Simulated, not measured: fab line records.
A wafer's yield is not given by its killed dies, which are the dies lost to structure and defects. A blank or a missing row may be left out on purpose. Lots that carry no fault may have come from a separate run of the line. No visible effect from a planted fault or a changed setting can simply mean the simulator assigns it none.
Problem report in the 8D (eight disciplines) form, filled by code ; flow gf180mcu ; the parts of the form that need people (team, actions taken, sign-off) are left out

## 1. PROBLEM STATEMENT
At GF_M2_METAL_ETCH_16, oes-product-au averages 0.895 a.u. over 6 wafers from 2 lots, while fault-free wafers read 0.986 a.u., standard deviation 0.0063. Relative to the usual mean, that is a shift of -14 standard deviations.
The step: etches the open film in Cl2/BCl3, stops on SiO2, target depth 750.8 nm, time 129.4 s.
Seen first at day 25 02:50 on rie-metal-03, wafer L528.1. The record has a number at this step for 42 wafers belonging to 14 lots. The rule behind "out" and "out of limits": a value lying over 4 standard deviations away from the usual mean. The other wafers with a number count as sound.

## 2. WHAT IT IS, AND WHAT IT ISN'T
question;is;is not
which readings at this step;oes-product-au, throttle-valve-pct;drypump-motor-current-A
which lots;L528, L532;L512, L514, L515, L517, L518, L519, L521, L522, L525, L533, L534, L535
which wafers of those lots;all that have a number;-
read on which tools;rie-metal-03;rie-metal-02, rie-metal-04
when;from day 25 02:50;"up to then (27 sound wafers); but 9 sound wafers of L533, L534, L535 came after"

## 3. SUSPECTS, AND WHAT RULES EACH OUT
Counting: a tool at a process step up to the reading stays a suspect if it ran every lot that is out and no sound lot after the first of them.
- pvd-sputter-04 at GF_M2_SPUTTER_01 (material TiN, target thk 30 nm, time 25 s): ruled out as a lasting fault. The sound lots L535 went through it after L528, its earliest lot that is out (day 24 04:39).
- rie-metal-03 at GF_M2_METAL_ETCH_16 (etches the open film in Cl2/BCl3, stops on SiO2, target depth 750.8 nm, time 129.4 s): kept. It processed each lot that is out, first L528 at day 25 02:50, and no sound lot thereafter; up to then, the last sound lot it processed was L518 at day 21 14:53. Its own readings are out on those wafers: oes-product-au, throttle-valve-pct.
Remaining after the count: rie-metal-03 at GF_M2_METAL_ETCH_16.

## 4. THE CAUSE (what the simulator had put in)
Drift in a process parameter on rie-metal-03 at GF_M2_METAL_ETCH_16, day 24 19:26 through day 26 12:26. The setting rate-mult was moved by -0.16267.
After counting, this tool was the only one left.

## 5. THE CHAIN OF EFFECTS, in route order
Rows list readings where the struck wafers' mean (over those with a number) sits beyond 3 standard deviations from the usual. Readings are gone through only where the record gives a usual standard deviation; hours: the median, over the lots, of the time from a lot's start at the first step in this table giving one to that lot's start at this step; sigmas: the change measured in usual standard deviations.
hours;step;reading;usual;on struck wafers;change;sigmas
0;GF_M2_METAL_ETCH_16;oes-product-au;0.986 a.u.;0.895;-0.091;-14
0;GF_M2_METAL_ETCH_16;throttle-valve-pct;28.234 %;28.328;+0.094;+9.5
0;GF_M2_STRIP_17;oes-product-au;0.533 a.u.;0.554;+0.021;+4.0
0;GF_M2_STRIP_17;strip-time-to-endpoint-s;7.28 s;7.79;+0.51;+12
Its process steps:
- GF_M2_METAL_ETCH_16: etches the open film in Cl2/BCl3, stops on SiO2, target depth 750.8 nm, time 129.4 s.
- GF_M2_STRIP_17: strips in O2/N2.

## 6. HOW IT WOULD HAVE BEEN CAUGHT EARLIER
First out-of-limits reading in this record: day 25 02:50, which is 7 hours after fault onset at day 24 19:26.
